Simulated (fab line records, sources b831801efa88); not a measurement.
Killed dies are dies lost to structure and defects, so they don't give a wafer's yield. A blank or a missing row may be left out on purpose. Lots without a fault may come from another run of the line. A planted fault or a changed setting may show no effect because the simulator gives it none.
Tool commonality check | flow gf180mcu | 15 lots, 45 wafers sampled

WHY IT WAS OPENED
At GF_NWELL_TW_MEAS_11 the reading NWELL_TW is flagged on 3 of 15 lots. Wafers without a fault read 1573, standard deviation 13.
Rule: a lot is flagged when every wafer of it that has a number lies more than 4 standard deviations from that mean, or none has a number. The other lots count as sound.

lot  | measured    | on            | NWELL_TW, wafer by wafer | flag
L464 | day 3 12:45 | film_metro-01 | 1576 1577 1577           |
L465 | day 3 15:56 | film_metro-03 | 1563 1567 1570           |
L467 | day 4 02:38 | film_metro-02 | 1572 1574 1570           |
L468 | day 4 10:22 | film_metro-03 | 1560 1568 1573           |
L469 | day 4 12:49 | film_metro-01 | 30 30 30                 | FLAGGED
L470 | day 4 18:37 | film_metro-01 | 30 30 30                 | FLAGGED
L471 | day 4 21:18 | film_metro-02 | 30 30 30                 | FLAGGED
L472 | day 5 02:53 | film_metro-03 | 1565 1562 1556           |
L479 | day 6 18:06 | film_metro-01 | 1592 1588 1588           |
L481 | day 7 04:34 | film_metro-03 | 1572 1562 1568           |
L482 | day 7 08:56 | film_metro-03 | 1552 1569 1569           |
L483 | day 7 15:37 | film_metro-02 | 1582 1572 1576           |
L484 | day 7 20:59 | film_metro-03 | 1575 1574 1565           |
L485 | day 8 01:28 | film_metro-03 | 1562 1565 1572           |
L487 | day 8 12:43 | film_metro-03 | 1562 1567 1556           |
The numbers of the flagged lots are 30 on average: -1543 against the usual, or -99 or more standard deviations.

WHICH TOOL RAN EACH LOT
The record holds 2 process steps before the reading, out of a route of 602 steps. In each cell: the tool, then ch and the chambers that the sampled wafers went through, then the start.
lot  | flag    | GF_DNWELL_STRIP_08                  | GF_NWELL_STRIP_10
L464 |         | plasma_asher-02 ch 0,1, day 3 00:19 | plasma_asher-03 ch 0,1, day 3 12:38
L465 |         | plasma_asher-02 ch 0,1, day 3 03:11 | plasma_asher-03 ch 0,1, day 3 15:51
L467 |         | plasma_asher-02 ch 0,1, day 3 12:49 | plasma_asher-03 ch 0, day 4 02:32
L468 |         | plasma_asher-04 ch 0,1, day 3 21:17 | plasma_asher-04 ch 0,1, day 4 10:16
L469 | FLAGGED | plasma_asher-01 ch 1, day 4 00:25   | plasma_asher-01 ch 0,1, day 4 12:43
L470 | FLAGGED | plasma_asher-04 ch 0,1, day 4 04:20 | plasma_asher-01 ch 0,1, day 4 18:31
L471 | FLAGGED | plasma_asher-02 ch 0,1, day 4 07:28 | plasma_asher-01 ch 0,1, day 4 21:11
L472 |         | plasma_asher-01 ch 0,1, day 4 12:59 | plasma_asher-01 ch 0,1, day 5 02:47
L479 |         | plasma_asher-04 ch 0,1, day 6 02:51 | plasma_asher-03 ch 0,1, day 6 17:59
L481 |         | plasma_asher-04 ch 1, day 6 13:09   | plasma_asher-01 ch 0,1, day 7 04:28
L482 |         | plasma_asher-01 ch 0,1, day 6 17:27 | plasma_asher-04 ch 0,1, day 7 08:50
L483 |         | plasma_asher-04 ch 0,1, day 6 22:57 | plasma_asher-03 ch 0,1, day 7 15:31
L484 |         | plasma_asher-02 ch 0,1, day 7 04:30 | plasma_asher-04 ch 0,1, day 7 20:54
L485 |         | plasma_asher-02 ch 0,1, day 7 09:02 | plasma_asher-01 ch 0,1, day 8 01:22
L487 |         | plasma_asher-04 ch 0,1, day 7 19:40 | plasma_asher-01 ch 0,1, day 8 12:37
What these steps do:
- GF_DNWELL_STRIP_08: strips in O2/N2.
- GF_NWELL_STRIP_10: strips in O2/N2.
- GF_NWELL_TW_MEAS_11

FLAGGED OVER TOTAL, TOOL BY TOOL (the gauges that took the reading come last)
step                | tool            | lots run | flagged | share of the flagged lots | sound lots run after its first flagged lot
GF_DNWELL_STRIP_08  | plasma_asher-01 | 3        | 1       | some                      | 2 (L472,L482)
GF_DNWELL_STRIP_08  | plasma_asher-02 | 6        | 1       | some                      | 2 (L484,L485)
GF_DNWELL_STRIP_08  | plasma_asher-04 | 6        | 1       | some                      | 4 (L479,L481,L483,L487)
GF_NWELL_STRIP_10   | plasma_asher-01 | 7        | 3       | all                       | 4 (L472,L481,L485,L487)
GF_NWELL_STRIP_10   | plasma_asher-03 | 5        | 0       | none                      | -
GF_NWELL_STRIP_10   | plasma_asher-04 | 3        | 0       | none                      | -
GF_NWELL_TW_MEAS_11 | film_metro-01   | 4        | 2       | some                      | 1 (L479)
GF_NWELL_TW_MEAS_11 | film_metro-02   | 3        | 1       | some                      | 1 (L483)
GF_NWELL_TW_MEAS_11 | film_metro-03   | 8        | 0       | none                      | -

WHAT THE TABLE ALLOWS
1 row of the table ran every flagged lot: plasma_asher-01 at GF_NWELL_STRIP_10.
- plasma_asher-01 at GF_NWELL_STRIP_10: 3 of its 7 lots flagged. Sound lots ran on it after the first flagged one (L472, L481, L485, L487), which a lasting fault on the whole tool wouldn't allow. Its own readings lie more than 4 standard deviations out on every wafer of the flagged lots: strip_time_to_endpoint_s.
No row of the table ran every flagged lot and no sound lot after the first.

WHAT THE SIMULATOR HAD PUT IN
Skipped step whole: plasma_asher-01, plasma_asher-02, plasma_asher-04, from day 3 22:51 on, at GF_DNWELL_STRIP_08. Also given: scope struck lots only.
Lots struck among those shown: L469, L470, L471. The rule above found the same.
